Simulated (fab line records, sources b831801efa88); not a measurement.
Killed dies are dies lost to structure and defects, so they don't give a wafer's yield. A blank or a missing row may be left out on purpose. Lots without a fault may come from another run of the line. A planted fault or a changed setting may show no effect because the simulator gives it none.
Chamber matching | flow sky130 | SKY_VIA2_CMP_02 on cmp-02: 4 sister chambers
The step polishes SiO2. 14 wafers are shown with their chamber, then 7 later ones without.

WAFERS WITH THEIR CHAMBER
wafer  | chamber | motor_current_A (A)
L804.2 | 3       | 11.6
L804.4 | 2       | 14.5
L804.5 | 2       | 13.1
L805.1 | 2       | 14.7
L805.3 | 3       | 11.3
L805.6 | 3       | 11.1
L807.1 | 0       | 13.0
L807.4 | 3       | 12.0
L807.6 | 1       | 12.2
L809.4 | 3       | 11.3
L809.5 | 1       | 13.2
L809.6 | 0       | 12.7
L817.2 | 0       | 13.3
L817.3 | 3       | 12.1

SIGNATURES (means of the wafers above)
reading         | chamber 0 | chamber 1 | chamber 2 | chamber 3 | scatter within a chamber
motor_current_A | 13.000    | 12.700    | 14.100    | 11.567    | 0.551
Rule: a wafer's distance from a chamber is the root of the sum, over the readings, of the square of ((its reading less the chamber's mean) divided by the reading's scatter). The wafer belongs to the nearest chamber; if the next one is less than 2 further off, it can't be placed. The scatter: the root of (the sum of the squares of (reading less its chamber's mean) over the shown wafers, divided by (wafers less chambers)).

WAFERS WITHOUT THEIR CHAMBER
wafer  | motor_current_A (A)
L817.4 | 12.6
L820.1 | 12.7
L820.3 | 12.3
L820.4 | 13.8
L821.3 | 12.6
L821.4 | 13.1
L821.5 | 11.4

WHICH CHAMBER EACH WENT THROUGH
wafer  | from the rows above          | in truth
L817.4 | can't be placed: 1 or 0 or 3 | 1
L820.1 | can't be placed: 1 or 0      | 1
L820.3 | can't be placed: 1 or 0 or 3 | 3
L820.4 | can't be placed: 2 or 0 or 1 | 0
L821.3 | can't be placed: 1 or 0 or 3 | 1
L821.4 | can't be placed: 0 or 1 or 2 | 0
L821.5 | 3                            | 3
Placed correctly: 1 of 7. Can't be placed from these rows: 6 (the true chamber is among the candidates in 6). Placed wrongly: 0.
